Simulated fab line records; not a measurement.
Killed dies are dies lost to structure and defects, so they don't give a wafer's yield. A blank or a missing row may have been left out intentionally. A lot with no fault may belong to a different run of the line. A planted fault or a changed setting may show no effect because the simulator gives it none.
fab line records / flow gf180mcu
[record] lots = 14 wafers = 42 last_day = 34
route steps=602 shown HV_LDD@180 CONTACT@309 M2@368
lots that met no fault: from a run of the same line without faults
start_h: start of the lot's first displayed wafer, in hours after the record's first day / wait_h: time in hours since the lot's previous step / " repeats the value in the row above / L1.1+2: several wafers, shown together as one row / - value missing, or start not given / * or withheld: withheld / < > ~ a bound
route shown NAME@n: names a module that has steps shown in the file, with the first one's number in the route / usual: mean and standard deviation over wafers with no fault / same: alike in all rows / chamber/n: place in a boat / sites: each site's reading / _std_site: their standard deviation / _edge_site: inner sites' mean taken away from outer sites' mean / radius_mm: how far each site lies from the wafer's centre / mask NAME#n: copy n / behind: tool/chamber where the wafer was last shaped / hold: why the lot went on hold/how many hours it stayed there/how the hold came to an end / device: the transistor (n, p or np) that didn't switch / end of line: the same wafers' tests at the end of the route / a step without rows: its recipe alone / killed: not the wafer's yield, but the dies lost to structure and defects at the first sort / map: per-die view of a wafer (x killed, . not killed, _ where there is no die)
set.NAME: the setting that was run; set.NAME@STEP: the one run at that earlier step / model.NAME: the simulator's own value behind a step, which no gauge read
steps of the route over a sample of lots; a table a step, a row a wafer
services: a tool's chamber out of use, with start hour (start_h, from the record's first day; less than 0 if before it), hours out, and reason
[[steps]]
[step GF_HV_LDD_EXPOSE_04]
[recipe] mask_id = Nplus_LV_AREA target_cd_nm = 400 na = 0.6 source_shape = conventional sigma_outer = 0.6 dose_mj = 140
[usual] exposure_dose_mJ_cm2 = 139.94/0.12 focus_offset_nm = -0.1/0.43
lot.wafer=L210.1 tool=iline_stepper-01 chamber=0 start_h=210.05 wait_h=- mask=Nplus_LV_AREA#0 exposure_dose_mJ_cm2=140.03 focus_offset_nm=0.3
lot.wafer=L210.2 tool=iline_stepper-01 chamber=0 start_h=210.05 wait_h=- mask=Nplus_LV_AREA#0 exposure_dose_mJ_cm2=140.01 focus_offset_nm=0.9
lot.wafer=L210.5 tool=iline_stepper-01 chamber=0 start_h=210.05 wait_h=- mask=Nplus_LV_AREA#0 exposure_dose_mJ_cm2=140.17 focus_offset_nm=0.5
lot.wafer=L213.1 tool=iline_stepper-01 chamber=0 start_h=228.51 wait_h=- mask=Nplus_LV_AREA#0 exposure_dose_mJ_cm2=139.78 focus_offset_nm=-0.4
lot.wafer=L213.3 tool=iline_stepper-01 chamber=0 start_h=228.51 wait_h=- mask=Nplus_LV_AREA#0 exposure_dose_mJ_cm2=139.91 focus_offset_nm=0.0
lot.wafer=L213.6 tool=iline_stepper-01 chamber=0 start_h=228.51 wait_h=- mask=Nplus_LV_AREA#0 exposure_dose_mJ_cm2=139.97 focus_offset_nm=0.0
lot.wafer=L215.3 tool=iline_stepper-01 chamber=0 start_h=243.26 wait_h=- mask=Nplus_LV_AREA#0 exposure_dose_mJ_cm2=139.82 focus_offset_nm=-0.5
lot.wafer=L215.5 tool=iline_stepper-01 chamber=0 start_h=243.26 wait_h=- mask=Nplus_LV_AREA#0 exposure_dose_mJ_cm2=139.71 focus_offset_nm=-0.5
lot.wafer=L215.6 tool=iline_stepper-01 chamber=0 start_h=243.26 wait_h=- mask=Nplus_LV_AREA#0 exposure_dose_mJ_cm2=139.86 focus_offset_nm=-0.5
lot.wafer=L217.3 tool=iline_stepper-02 chamber=0 start_h=261.15 wait_h=- mask=Nplus_LV_AREA#0 exposure_dose_mJ_cm2=139.96 focus_offset_nm=0.1
lot.wafer=L217.5 tool=iline_stepper-02 chamber=0 start_h=261.15 wait_h=- mask=Nplus_LV_AREA#0 exposure_dose_mJ_cm2=140.03 focus_offset_nm=-0.8
lot.wafer=L217.6 tool=iline_stepper-02 chamber=0 start_h=261.15 wait_h=- mask=Nplus_LV_AREA#0 exposure_dose_mJ_cm2=139.84 focus_offset_nm=-0.1
lot.wafer=L218.1 tool=iline_stepper-01 chamber=0 start_h=267.93 wait_h=- mask=Nplus_LV_AREA#0 exposure_dose_mJ_cm2=139.91 focus_offset_nm=0.0
lot.wafer=L218.5 tool=iline_stepper-01 chamber=0 start_h=267.93 wait_h=- mask=Nplus_LV_AREA#0 exposure_dose_mJ_cm2=139.90 focus_offset_nm=0.0
lot.wafer=L218.6 tool=iline_stepper-01 chamber=0 start_h=267.93 wait_h=- mask=Nplus_LV_AREA#0 exposure_dose_mJ_cm2=139.74 focus_offset_nm=0.4
lot.wafer=L219.1 tool=iline_stepper-01 chamber=- start_h=273.21 wait_h=- mask=Nplus_LV_AREA#0 exposure_dose_mJ_cm2=- focus_offset_nm=-
lot.wafer=L219.2 tool=iline_stepper-01 chamber=- start_h=273.21 wait_h=- mask=Nplus_LV_AREA#0 exposure_dose_mJ_cm2=- focus_offset_nm=-
lot.wafer=L219.4 tool=iline_stepper-01 chamber=- start_h=273.21 wait_h=- mask=Nplus_LV_AREA#0 exposure_dose_mJ_cm2=- focus_offset_nm=-
lot.wafer=L220.2 tool=iline_stepper-02 chamber=- start_h=279.99 wait_h=- mask=Nplus_LV_AREA#0 exposure_dose_mJ_cm2=- focus_offset_nm=-
lot.wafer=L220.3 tool=iline_stepper-02 chamber=- start_h=279.99 wait_h=- mask=Nplus_LV_AREA#0 exposure_dose_mJ_cm2=- focus_offset_nm=-
lot.wafer=L220.4 tool=iline_stepper-02 chamber=- start_h=279.99 wait_h=- mask=Nplus_LV_AREA#0 exposure_dose_mJ_cm2=- focus_offset_nm=-
lot.wafer=L227.2 tool=iline_stepper-01 chamber=0 start_h=336.74 wait_h=- mask=Nplus_LV_AREA#0 exposure_dose_mJ_cm2=140.07 focus_offset_nm=-0.3
lot.wafer=L227.4 tool=iline_stepper-01 chamber=0 start_h=336.74 wait_h=- mask=Nplus_LV_AREA#0 exposure_dose_mJ_cm2=140.05 focus_offset_nm=-0.1
lot.wafer=L227.6 tool=iline_stepper-01 chamber=0 start_h=336.74 wait_h=- mask=Nplus_LV_AREA#0 exposure_dose_mJ_cm2=139.84 focus_offset_nm=-0.1
lot.wafer=L228.2 tool=iline_stepper-01 chamber=0 start_h=336.88 wait_h=- mask=Nplus_LV_AREA#0 exposure_dose_mJ_cm2=140.00 focus_offset_nm=-0.7
lot.wafer=L228.5 tool=iline_stepper-01 chamber=0 start_h=336.88 wait_h=- mask=Nplus_LV_AREA#0 exposure_dose_mJ_cm2=139.77 focus_offset_nm=-0.4
lot.wafer=L228.6 tool=iline_stepper-01 chamber=0 start_h=336.88 wait_h=- mask=Nplus_LV_AREA#0 exposure_dose_mJ_cm2=139.87 focus_offset_nm=0.3
lot.wafer=L229.1 tool=iline_stepper-01 chamber=0 start_h=345.20 wait_h=- mask=Nplus_LV_AREA#0 exposure_dose_mJ_cm2=140.07 focus_offset_nm=0.0
lot.wafer=L229.2 tool=iline_stepper-01 chamber=0 start_h=345.20 wait_h=- mask=Nplus_LV_AREA#0 exposure_dose_mJ_cm2=139.83 focus_offset_nm=0.0
lot.wafer=L229.5 tool=iline_stepper-01 chamber=0 start_h=345.20 wait_h=- mask=Nplus_LV_AREA#0 exposure_dose_mJ_cm2=139.84 focus_offset_nm=0.2
lot.wafer=L230.2 tool=iline_stepper-01 chamber=0 start_h=349.07 wait_h=- mask=Nplus_LV_AREA#0 exposure_dose_mJ_cm2=139.89 focus_offset_nm=0.0
lot.wafer=L230.3 tool=iline_stepper-01 chamber=0 start_h=349.07 wait_h=- mask=Nplus_LV_AREA#0 exposure_dose_mJ_cm2=139.89 focus_offset_nm=0.1
lot.wafer=L230.5 tool=iline_stepper-01 chamber=0 start_h=349.07 wait_h=- mask=Nplus_LV_AREA#0 exposure_dose_mJ_cm2=139.81 focus_offset_nm=0.0
lot.wafer=L231.2 tool=iline_stepper-01 chamber=0 start_h=364.37 wait_h=- mask=Nplus_LV_AREA#0 exposure_dose_mJ_cm2=140.08 focus_offset_nm=-0.1
lot.wafer=L231.3 tool=iline_stepper-01 chamber=0 start_h=364.37 wait_h=- mask=Nplus_LV_AREA#0 exposure_dose_mJ_cm2=140.12 focus_offset_nm=0.6
lot.wafer=L231.5 tool=iline_stepper-01 chamber=0 start_h=364.37 wait_h=- mask=Nplus_LV_AREA#0 exposure_dose_mJ_cm2=139.92 focus_offset_nm=0.0
lot.wafer=L232.3 tool=iline_stepper-01 chamber=0 start_h=368.45 wait_h=- mask=Nplus_LV_AREA#0 exposure_dose_mJ_cm2=139.96 focus_offset_nm=-0.4
lot.wafer=L232.5 tool=iline_stepper-01 chamber=0 start_h=368.45 wait_h=- mask=Nplus_LV_AREA#0 exposure_dose_mJ_cm2=139.95 focus_offset_nm=0.2
lot.wafer=L232.6 tool=iline_stepper-01 chamber=0 start_h=368.45 wait_h=- mask=Nplus_LV_AREA#0 exposure_dose_mJ_cm2=139.83 focus_offset_nm=-0.4
lot.wafer=L233.1 tool=iline_stepper-01 chamber=0 start_h=375.65 wait_h=- mask=Nplus_LV_AREA#0 exposure_dose_mJ_cm2=140.03 focus_offset_nm=-0.5
lot.wafer=L233.2 tool=iline_stepper-01 chamber=0 start_h=375.65 wait_h=- mask=Nplus_LV_AREA#0 exposure_dose_mJ_cm2=139.75 focus_offset_nm=-0.7
lot.wafer=L233.6 tool=iline_stepper-01 chamber=0 start_h=375.65 wait_h=- mask=Nplus_LV_AREA#0 exposure_dose_mJ_cm2=139.90 focus_offset_nm=-1.2
[step GF_CONTACT_SPUTTER_22]
[recipe] material = Ti target_thk_nm = 15 chamber_pressure_pa = 5 power_w = 2500 substrate_temp_c = 200 time_s = 80.02
[usual] throttle_valve_pct = 29.6/0.49
lot.wafer=L210.1 tool=pvd_sputter-01 chamber=- start_h=365.72 wait_h=0.0 throttle_valve_pct=30.5
lot.wafer=L210.2 tool=pvd_sputter-01 chamber=- start_h=365.72 wait_h=0.0 throttle_valve_pct=29.4
lot.wafer=L210.5 tool=pvd_sputter-01 chamber=- start_h=365.72 wait_h=0.0 throttle_valve_pct=29.5
lot.wafer=L213.1 tool=pvd_sputter-02 chamber=- start_h=388.94 wait_h=0.0 throttle_valve_pct=29.7
lot.wafer=L213.3 tool=pvd_sputter-02 chamber=- start_h=388.94 wait_h=0.0 throttle_valve_pct=29.3
lot.wafer=L213.6 tool=pvd_sputter-02 chamber=- start_h=388.94 wait_h=0.0 throttle_valve_pct=29.8
lot.wafer=L215.3 tool=pvd_sputter-01 chamber=- start_h=408.53 wait_h=0.0 throttle_valve_pct=28.9
lot.wafer=L215.5 tool=pvd_sputter-01 chamber=- start_h=408.53 wait_h=0.0 throttle_valve_pct=29.0
lot.wafer=L215.6 tool=pvd_sputter-01 chamber=- start_h=408.53 wait_h=0.0 throttle_valve_pct=28.9
lot.wafer=L217.3 tool=pvd_sputter-02 chamber=- start_h=431.62 wait_h=0.0 throttle_valve_pct=29.5
lot.wafer=L217.5 tool=pvd_sputter-02 chamber=- start_h=431.62 wait_h=0.0 throttle_valve_pct=29.8
lot.wafer=L217.6 tool=pvd_sputter-02 chamber=- start_h=431.62 wait_h=0.0 throttle_valve_pct=29.3
lot.wafer=L218.1 tool=pvd_sputter-03 chamber=- start_h=438.62 wait_h=0.0 throttle_valve_pct=30.0
lot.wafer=L218.5 tool=pvd_sputter-03 chamber=- start_h=438.62 wait_h=0.0 throttle_valve_pct=30.1
lot.wafer=L218.6 tool=pvd_sputter-03 chamber=- start_h=438.62 wait_h=0.0 throttle_valve_pct=30.3
lot.wafer=L227.2 tool=pvd_sputter-02 chamber=- start_h=519.77 wait_h=0.0 throttle_valve_pct=29.8
lot.wafer=L227.4 tool=pvd_sputter-02 chamber=- start_h=519.77 wait_h=0.0 throttle_valve_pct=28.9
lot.wafer=L227.6 tool=pvd_sputter-02 chamber=- start_h=519.77 wait_h=0.0 throttle_valve_pct=29.8
lot.wafer=L228.2 tool=pvd_sputter-02 chamber=- start_h=520.66 wait_h=0.0 throttle_valve_pct=29.7
lot.wafer=L228.5 tool=pvd_sputter-02 chamber=- start_h=520.66 wait_h=0.0 throttle_valve_pct=29.7
lot.wafer=L228.6 tool=pvd_sputter-02 chamber=- start_h=520.66 wait_h=0.0 throttle_valve_pct=29.2
lot.wafer=L229.1 tool=pvd_sputter-02 chamber=- start_h=527.12 wait_h=0.0 throttle_valve_pct=29.0
lot.wafer=L229.2 tool=pvd_sputter-02 chamber=- start_h=527.12 wait_h=0.0 throttle_valve_pct=29.2
lot.wafer=L229.5 tool=pvd_sputter-02 chamber=- start_h=527.12 wait_h=0.0 throttle_valve_pct=29.5
lot.wafer=L230.2 tool=pvd_sputter-02 chamber=- start_h=531.82 wait_h=0.0 throttle_valve_pct=29.8
lot.wafer=L230.3 tool=pvd_sputter-02 chamber=- start_h=531.82 wait_h=0.0 throttle_valve_pct=29.2
lot.wafer=L230.5 tool=pvd_sputter-02 chamber=- start_h=531.82 wait_h=0.0 throttle_valve_pct=30.0
lot.wafer=L231.2 tool=pvd_sputter-02 chamber=- start_h=547.73 wait_h=0.0 throttle_valve_pct=29.8
lot.wafer=L231.3 tool=pvd_sputter-02 chamber=- start_h=547.73 wait_h=0.0 throttle_valve_pct=29.8
lot.wafer=L231.5 tool=pvd_sputter-02 chamber=- start_h=547.73 wait_h=0.0 throttle_valve_pct=29.7
lot.wafer=L232.3 tool=pvd_sputter-01 chamber=- start_h=552.42 wait_h=0.0 throttle_valve_pct=29.1
lot.wafer=L232.5 tool=pvd_sputter-01 chamber=- start_h=552.42 wait_h=0.0 throttle_valve_pct=30.2
lot.wafer=L232.6 tool=pvd_sputter-01 chamber=- start_h=552.42 wait_h=0.0 throttle_valve_pct=29.2
lot.wafer=L233.1 tool=pvd_sputter-03 chamber=- start_h=559.76 wait_h=0.0 throttle_valve_pct=30.1
lot.wafer=L233.2 tool=pvd_sputter-03 chamber=- start_h=559.76 wait_h=0.0 throttle_valve_pct=29.1
lot.wafer=L233.6 tool=pvd_sputter-03 chamber=- start_h=559.76 wait_h=0.0 throttle_valve_pct=30.1
[step GF_CONTACT_RS_MEAS_25]
[recipe] thk_meas_gauge = four-point-probe reads = W_of_CONTACT_CVD_24+TiN_of_CONTACT_SPUTTER_23+Ti_of_CONTACT_SPUTTER_22
[usual] CONTACT_W_RS = 0.373/0.0053
lot.wafer=L210.1 tool=film_metro-01 chamber=- start_h=365.92 wait_h=0.1 CONTACT_W_RS[ohm/sq]=0.377
lot.wafer=L210.2 tool=film_metro-01 chamber=- start_h=365.92 wait_h=0.1 CONTACT_W_RS[ohm/sq]=0.376
lot.wafer=L210.5 tool=film_metro-01 chamber=- start_h=365.92 wait_h=0.1 CONTACT_W_RS[ohm/sq]=0.377
lot.wafer=L213.1 tool=film_metro-02 chamber=- start_h=389.21 wait_h=0.1 CONTACT_W_RS[ohm/sq]=0.379
lot.wafer=L213.3 tool=film_metro-02 chamber=- start_h=389.21 wait_h=0.1 CONTACT_W_RS[ohm/sq]=0.378
lot.wafer=L213.6 tool=film_metro-02 chamber=- start_h=389.21 wait_h=0.1 CONTACT_W_RS[ohm/sq]=0.377
lot.wafer=L215.3 tool=film_metro-02 chamber=- start_h=408.77 wait_h=0.1 CONTACT_W_RS[ohm/sq]=0.374
lot.wafer=L215.5 tool=film_metro-02 chamber=- start_h=408.77 wait_h=0.1 CONTACT_W_RS[ohm/sq]=0.372
lot.wafer=L215.6 tool=film_metro-02 chamber=- start_h=408.77 wait_h=0.1 CONTACT_W_RS[ohm/sq]=0.372
lot.wafer=L217.3 tool=film_metro-04 chamber=- start_h=431.86 wait_h=0.1 CONTACT_W_RS[ohm/sq]=0.368
lot.wafer=L217.5 tool=film_metro-04 chamber=- start_h=431.86 wait_h=0.1 CONTACT_W_RS[ohm/sq]=0.362
lot.wafer=L217.6 tool=film_metro-04 chamber=- start_h=431.86 wait_h=0.1 CONTACT_W_RS[ohm/sq]=0.372
lot.wafer=L218.1 tool=film_metro-02 chamber=- start_h=438.82 wait_h=0.1 CONTACT_W_RS[ohm/sq]=0.374
lot.wafer=L218.5 tool=film_metro-02 chamber=- start_h=438.82 wait_h=0.1 CONTACT_W_RS[ohm/sq]=0.367
lot.wafer=L218.6 tool=film_metro-02 chamber=- start_h=438.82 wait_h=0.1 CONTACT_W_RS[ohm/sq]=0.374
lot.wafer=L227.2 tool=film_metro-01 chamber=- start_h=519.99 wait_h=0.1 CONTACT_W_RS[ohm/sq]=0.368
lot.wafer=L227.4 tool=film_metro-01 chamber=- start_h=519.99 wait_h=0.1 CONTACT_W_RS[ohm/sq]=0.367
lot.wafer=L227.6 tool=film_metro-01 chamber=- start_h=519.99 wait_h=0.1 CONTACT_W_RS[ohm/sq]=0.368
lot.wafer=L228.2 tool=film_metro-04 chamber=- start_h=520.88 wait_h=0.1 CONTACT_W_RS[ohm/sq]=0.375
lot.wafer=L228.5 tool=film_metro-04 chamber=- start_h=520.88 wait_h=0.1 CONTACT_W_RS[ohm/sq]=0.377
lot.wafer=L228.6 tool=film_metro-04 chamber=- start_h=520.88 wait_h=0.1 CONTACT_W_RS[ohm/sq]=0.381
lot.wafer=L229.1 tool=film_metro-01 chamber=- start_h=527.32 wait_h=0.1 CONTACT_W_RS[ohm/sq]=0.379
lot.wafer=L229.2 tool=film_metro-01 chamber=- start_h=527.32 wait_h=0.1 CONTACT_W_RS[ohm/sq]=0.382
lot.wafer=L229.5 tool=film_metro-01 chamber=- start_h=527.32 wait_h=0.1 CONTACT_W_RS[ohm/sq]=0.378
lot.wafer=L230.2 tool=film_metro-02 chamber=- start_h=532.14 wait_h=0.2 CONTACT_W_RS[ohm/sq]=0.368
lot.wafer=L230.3 tool=film_metro-02 chamber=- start_h=532.14 wait_h=0.2 CONTACT_W_RS[ohm/sq]=0.371
lot.wafer=L230.5 tool=film_metro-02 chamber=- start_h=532.14 wait_h=0.2 CONTACT_W_RS[ohm/sq]=0.370
lot.wafer=L231.2 tool=film_metro-02 chamber=- start_h=547.99 wait_h=0.1 CONTACT_W_RS[ohm/sq]=0.382
lot.wafer=L231.3 tool=film_metro-02 chamber=- start_h=547.99 wait_h=0.1 CONTACT_W_RS[ohm/sq]=0.380
lot.wafer=L231.5 tool=film_metro-02 chamber=- start_h=547.99 wait_h=0.1 CONTACT_W_RS[ohm/sq]=0.376
lot.wafer=L232.3 tool=film_metro-01 chamber=- start_h=552.66 wait_h=0.1 CONTACT_W_RS[ohm/sq]=0.379
lot.wafer=L232.5 tool=film_metro-01 chamber=- start_h=552.66 wait_h=0.1 CONTACT_W_RS[ohm/sq]=0.377
lot.wafer=L232.6 tool=film_metro-01 chamber=- start_h=552.66 wait_h=0.1 CONTACT_W_RS[ohm/sq]=0.377
lot.wafer=L233.1 tool=film_metro-01 chamber=- start_h=559.96 wait_h=0.1 CONTACT_W_RS[ohm/sq]=0.363
lot.wafer=L233.2 tool=film_metro-01 chamber=- start_h=559.96 wait_h=0.1 CONTACT_W_RS[ohm/sq]=0.364
lot.wafer=L233.6 tool=film_metro-01 chamber=- start_h=559.96 wait_h=0.1 CONTACT_W_RS[ohm/sq]=0.362
[step GF_M2_THK_MEAS_06]
[recipe] thk_meas_gauge = xrf reads = AlCu_of_M2_SPUTTER_02
[usual] M2_ALCU_THK = 445/6.7
lot.wafer=L210.1 tool=film_metro-03 chamber=- start_h=415.38 wait_h=0.1 M2_ALCU_THK[nm]=448
lot.wafer=L210.2 tool=film_metro-03 chamber=- start_h=415.38 wait_h=0.1 M2_ALCU_THK[nm]=444
lot.wafer=L210.5 tool=film_metro-03 chamber=- start_h=415.38 wait_h=0.1 M2_ALCU_THK[nm]=442
lot.wafer=L213.1 tool=film_metro-02 chamber=- start_h=441.05 wait_h=0.1 M2_ALCU_THK[nm]=443
lot.wafer=L213.3 tool=film_metro-02 chamber=- start_h=441.05 wait_h=0.1 M2_ALCU_THK[nm]=439
lot.wafer=L213.6 tool=film_metro-02 chamber=- start_h=441.05 wait_h=0.1 M2_ALCU_THK[nm]=443
lot.wafer=L215.3 tool=film_metro-03 chamber=- start_h=462.00 wait_h=0.1 M2_ALCU_THK[nm]=444
lot.wafer=L215.5 tool=film_metro-03 chamber=- start_h=462.00 wait_h=0.1 M2_ALCU_THK[nm]=442
lot.wafer=L215.6 tool=film_metro-03 chamber=- start_h=462.00 wait_h=0.1 M2_ALCU_THK[nm]=451
lot.wafer=L217.3 tool=film_metro-02 chamber=- start_h=484.93 wait_h=0.1 M2_ALCU_THK[nm]=450
lot.wafer=L217.5 tool=film_metro-02 chamber=- start_h=484.93 wait_h=0.1 M2_ALCU_THK[nm]=448
lot.wafer=L217.6 tool=film_metro-02 chamber=- start_h=484.93 wait_h=0.1 M2_ALCU_THK[nm]=445
lot.wafer=L218.1 tool=film_metro-02 chamber=- start_h=491.37 wait_h=0.1 M2_ALCU_THK[nm]=443
lot.wafer=L218.5 tool=film_metro-02 chamber=- start_h=491.37 wait_h=0.1 M2_ALCU_THK[nm]=432
lot.wafer=L218.6 tool=film_metro-02 chamber=- start_h=491.37 wait_h=0.1 M2_ALCU_THK[nm]=439
lot.wafer=L227.2 tool=film_metro-03 chamber=- start_h=568.81 wait_h=0.1 M2_ALCU_THK[nm]=439
lot.wafer=L227.4 tool=film_metro-03 chamber=- start_h=568.81 wait_h=0.1 M2_ALCU_THK[nm]=439
lot.wafer=L227.6 tool=film_metro-03 chamber=- start_h=568.81 wait_h=0.1 M2_ALCU_THK[nm]=439
lot.wafer=L228.2 tool=film_metro-03 chamber=- start_h=570.66 wait_h=0.1 M2_ALCU_THK[nm]=459
lot.wafer=L228.5 tool=film_metro-03 chamber=- start_h=570.66 wait_h=0.1 M2_ALCU_THK[nm]=450
lot.wafer=L228.6 tool=film_metro-03 chamber=- start_h=570.66 wait_h=0.1 M2_ALCU_THK[nm]=447
lot.wafer=L229.1 tool=film_metro-01 chamber=- start_h=575.10 wait_h=0.1 M2_ALCU_THK[nm]=451
lot.wafer=L229.2 tool=film_metro-01 chamber=- start_h=575.10 wait_h=0.1 M2_ALCU_THK[nm]=441
lot.wafer=L229.5 tool=film_metro-01 chamber=- start_h=575.10 wait_h=0.1 M2_ALCU_THK[nm]=445
lot.wafer=L230.2 tool=film_metro-02 chamber=- start_h=581.16 wait_h=0.1 M2_ALCU_THK[nm]=448
lot.wafer=L230.3 tool=film_metro-02 chamber=- start_h=581.16 wait_h=0.1 M2_ALCU_THK[nm]=435
lot.wafer=L230.5 tool=film_metro-02 chamber=- start_h=581.16 wait_h=0.1 M2_ALCU_THK[nm]=447
lot.wafer=L231.2 tool=film_metro-03 chamber=- start_h=595.36 wait_h=0.1 M2_ALCU_THK[nm]=444
lot.wafer=L231.3 tool=film_metro-03 chamber=- start_h=595.36 wait_h=0.1 M2_ALCU_THK[nm]=436
lot.wafer=L231.5 tool=film_metro-03 chamber=- start_h=595.36 wait_h=0.1 M2_ALCU_THK[nm]=443
lot.wafer=L232.3 tool=film_metro-01 chamber=- start_h=599.79 wait_h=0.1 M2_ALCU_THK[nm]=439
lot.wafer=L232.5 tool=film_metro-01 chamber=- start_h=599.79 wait_h=0.1 M2_ALCU_THK[nm]=446
lot.wafer=L232.6 tool=film_metro-01 chamber=- start_h=599.79 wait_h=0.1 M2_ALCU_THK[nm]=440
lot.wafer=L233.1 tool=film_metro-03 chamber=- start_h=605.19 wait_h=0.1 M2_ALCU_THK[nm]=449
lot.wafer=L233.2 tool=film_metro-03 chamber=- start_h=605.19 wait_h=0.1 M2_ALCU_THK[nm]=452
lot.wafer=L233.6 tool=film_metro-03 chamber=- start_h=605.19 wait_h=0.1 M2_ALCU_THK[nm]=454
[[services]]
tool=pvd_sputter-03 chamber=- start_h=207.40 hours=34.5 kind=repair
tool=pvd_sputter-01 chamber=- start_h=242.15 hours=3.0 kind=repair
tool=iline_stepper-01 chamber=- start_h=295.88 hours=1.7 kind=pm
tool=pvd_sputter-03 chamber=- start_h=297.50 hours=2.1 kind=repair
tool=pvd_sputter-03 chamber=- start_h=312.70 hours=1.9 kind=repair
tool=iline_stepper-01 chamber=0 start_h=343.54 hours=- kind=calibration
tool=iline_stepper-02 chamber=- start_h=344.89 hours=2.1 kind=pm
tool=iline_stepper-02 chamber=- start_h=346.97 hours=- kind=consumable_replace:lamp
tool=pvd_sputter-03 chamber=- start_h=350.03 hours=2.2 kind=repair
tool=iline_stepper-02 chamber=- start_h=371.52 hours=8.9 kind=pm
tool=iline_stepper-02 chamber=- start_h=380.77 hours=1.7 kind=pm
tool=iline_stepper-02 chamber=0 start_h=387.31 hours=- kind=calibration
tool=iline_stepper-01 chamber=- start_h=396.88 hours=16.1 kind=repair
tool=pvd_sputter-03 chamber=- start_h=409.77 hours=2.7 kind=repair
tool=pvd_sputter-01 chamber=- start_h=424.47 hours=1.6 kind=repair
tool=pvd_sputter-03 chamber=- start_h=425.99 hours=5.9 kind=repair
tool=pvd_sputter-03 chamber=- start_h=428.41 hours=1.0 kind=repair
tool=pvd_sputter-03 chamber=- start_h=451.06 hours=2.8 kind=repair
tool=pvd_sputter-02 chamber=- start_h=479.62 hours=2.6 kind=repair
tool=iline_stepper-01 chamber=- start_h=514.06 hours=1.7 kind=pm
tool=pvd_sputter-02 chamber=- start_h=532.14 hours=1.9 kind=repair
tool=pvd_sputter-03 chamber=- start_h=538.18 hours=0.5 kind=repair
tool=iline_stepper-01 chamber=0 start_h=551.40 hours=- kind=calibration
[[key]]
[first_sign] step = GF_HV_LDD_EXPOSE_04 reading = tool_record direction = missing
effect none on later readings
met_at GF_HV_LDD_EXPOSE_04
struck_lots L219,L220
later_rows_left_out L219.1,L219.2,L219.4,L220.2,L220.3,L220.4
sort_left_out L219.1,L219.2,L219.4,L220.2,L220.3,L220.4
tester_left_out L219,L220
not_acting_at GF_CONTACT_SPUTTER_22,GF_CONTACT_RS_MEAS_25,GF_M2_THK_MEAS_06
onset_between 267.93 273.21
[fault] kind = skipped_step_whole tool = iline_stepper-01,iline_stepper-02 chamber = - onset_h = 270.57 steps = GF_HV_LDD_EXPOSE_04 scope = struck_lots_only
// tester_left_out: of these lots the tester's yield and bins aren't shown, on N5 and GAA mostly nor the transistor test; their killed dies are dies lost to structure and defects alone, not to doping, threshold or leakage, so they don't give the yield
// sort_left_out: the simulated sort isn't trusted on such a fault, so these wafers' sort isn't shown, and their yield isn't known
// later_rows_left_out: the simulator's readings of these wafers behind a module that went badly wrong aren't trusted and aren't shown, but for the sort
